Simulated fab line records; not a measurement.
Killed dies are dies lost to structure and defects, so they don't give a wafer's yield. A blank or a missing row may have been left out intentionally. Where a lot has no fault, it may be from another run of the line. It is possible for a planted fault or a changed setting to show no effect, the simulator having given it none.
Matching of chambers ; flow gf180mcu ; GF_MIM_CVD_05 on pecvd-01 has 3 sister chambers
The step deposits Si3N4, target thk 42 nm, time 29.086 s. 14 wafers are shown with their chamber, then 7 later ones without.

== WAFERS, EACH WITH ITS CHAMBER ==
wafer;chamber;heater_power_w (W)
L885.1;1;599
L885.4;2;576
L885.6;0;624
L892.3;1;608
L892.5;2;607
L892.6;1;612
L891.1;2;610
L891.4;0;679
L891.5;1;632
L902.1;0;670
L902.2;2;605
L902.3;1;621
L903.4;0;591
L903.5;2;649

SIGNATURES (averages over the wafers above)
reading;chamber 0;chamber 1;chamber 2;scatter within a chamber
heater_power_w;641.00;614.40;609.40;27.7
Rule: distance of a wafer from a chamber = root of the sum over the readings of ((wafer's reading minus chamber's mean) / reading's scatter) squared. The wafer belongs to the nearest chamber; if the next one is less than 2 further off, it can't be placed. The scatter: the root of (the sum of the squares of (reading less its chamber's mean) over the shown wafers, divided by (wafers less chambers)).

== WAFERS MISSING THEIR CHAMBER ==
wafer;heater_power_w (W)
L903.6;512
L905.2;664
L905.4;526
L905.5;628
L908.3;617
L908.4;635
L908.6;599

== WHICH CHAMBER EACH WENT THROUGH ==
wafer;from the rows above;in truth
L903.6;can't be placed: 2 or 1 or 0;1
L905.2;can't be placed: 0 or 1 or 2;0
L905.4;can't be placed: 2 or 1 or 0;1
L905.5;can't be placed: 0 or 1 or 2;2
L908.3;can't be placed: 1 or 2 or 0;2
L908.4;can't be placed: 0 or 1 or 2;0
L908.6;can't be placed: 2 or 1 or 0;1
Placed correctly: 0 of 7. Can't be placed from these rows: 7 (the true chamber is among the candidates in 7). Placed wrongly: 0.
